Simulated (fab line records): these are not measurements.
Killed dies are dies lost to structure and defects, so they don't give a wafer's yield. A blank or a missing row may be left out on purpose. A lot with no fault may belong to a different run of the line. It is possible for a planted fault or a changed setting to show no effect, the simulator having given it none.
The same fault as seen by 2 desks    flow gf180mcu    every desk sees just its own numbers, and what lay behind them comes last

## AT THE TOOL OWNER'S DESK: implanter-03
For each lot that ran on this tool, the mean over its sampled wafers that have a number, from the tool's own readings at GF_HV_LDD_IMPLANT_09. A lot is out of limits, marked OUT, if its mean lies more than 4 standard deviations from the usual mean; the brackets give that distance.
Columns: A = dose_ions_cm2 at GF_HV_LDD_IMPLANT_09, usual 1.0001e+14; B = faraday_current_uA at GF_HV_LDD_IMPLANT_09, usual 566
lot   first seen here  A                             B
L250  day 11 04:17     9.9997e+13                    578
L253  day 12 05:43     9.9993e+13                    570
L258  day 13 20:27     1.0006e+14                    575
L261  day 14 15:04     1.0007e+14                    567
L271  day 17 13:28     1.0007e+14                    569
L272  day 18 00:10     7.7260e+13 (-99 or more) OUT  440 (-11) OUT
L273  day 18 05:10     7.7403e+13 (-99 or more) OUT  435 (-12) OUT
Finding of this desk: L272, L273 out of limits; the first was L272 at day 18 00:10, on dose_ions_cm2 at GF_HV_LDD_IMPLANT_09. L250, L253, L258, L261, L271 stayed within limits.

## FROM THE METROLOGY DESK
Means of the sampled wafers that have a number, per lot and without regard to the tool the lot ran on: this is what the gauges read. A lot is out of limits, marked OUT, if its mean lies more than 4 standard deviations from the usual mean; the brackets give that distance.
Columns: A = VT_IMPLANT_02_OVL at GF_VT_IMPLANT_OVL_MEAS_29, usual -0.5 nm; B = cd_nm at GF_POLY_GATE_CD_MEAS_18, usual 279.4 nm; C = HV_LDD_TW at GF_HV_LDD_TW_MEAS_11, usual 2389; D = HV_LDD_RS at GF_HV_LDD_RS_MEAS_53, usual 418.9 ohm/sq
lot   first seen here  A     B      C                D
L250  day 7 12:26      -0.4  280.6  2424             420.0
L251  day 7 22:49      1.9   280.4  2414             418.9
L253  day 8 10:41      -1.7  278.2  2363             418.5
L254  day 8 18:31      -2.4  278.3  2360             418.6
L258  day 9 21:09      -0.4  278.5  2428             418.8
L261  day 10 17:23     1.6   280.9  2413             420.4
L263  day 11 05:28     1.0   276.9  2431             418.6
L266  day 12 02:15     0.3   281.5  2361             418.8
L267  day 12 14:49     1.2   278.0  2366             418.7
L271  day 13 11:25     -3.1  284.2  2423             419.4
L272  day 13 17:43     -0.6  280.5  2204 (-6.4) OUT  464.9 (+49) OUT
L273  day 13 23:28     -0.7  280.8  2210 (-6.2) OUT  467.4 (+52) OUT
This desk's result: L272, L273 out of limits, first on L272 (HV_LDD_TW at GF_HV_LDD_TW_MEAS_11), day 18 00:25. L250, L251, L253, L254, L258, L261, L263, L266, L267, L271 stayed within limits.

## PUT TOGETHER
The tool owner's desk could have raised an alarm at day 18 00:10, on L272, L273.
The metrology desk could have raised an alarm at day 18 00:25, on L272, L273.
The lots listed all ran GF_HV_LDD_IMPLANT_09 on implanter-03.

## WHAT HAD BEEN PUT IN BY THE SIMULATOR
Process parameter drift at GF_HV_LDD_IMPLANT_09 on implanter-03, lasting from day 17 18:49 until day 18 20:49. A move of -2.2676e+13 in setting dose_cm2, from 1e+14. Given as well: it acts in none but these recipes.
Shown lots that were struck: L272, L273.
Time in hours from fault onset to the first out-of-limits reading at each desk: tool owner's desk 5, metrology desk 6.
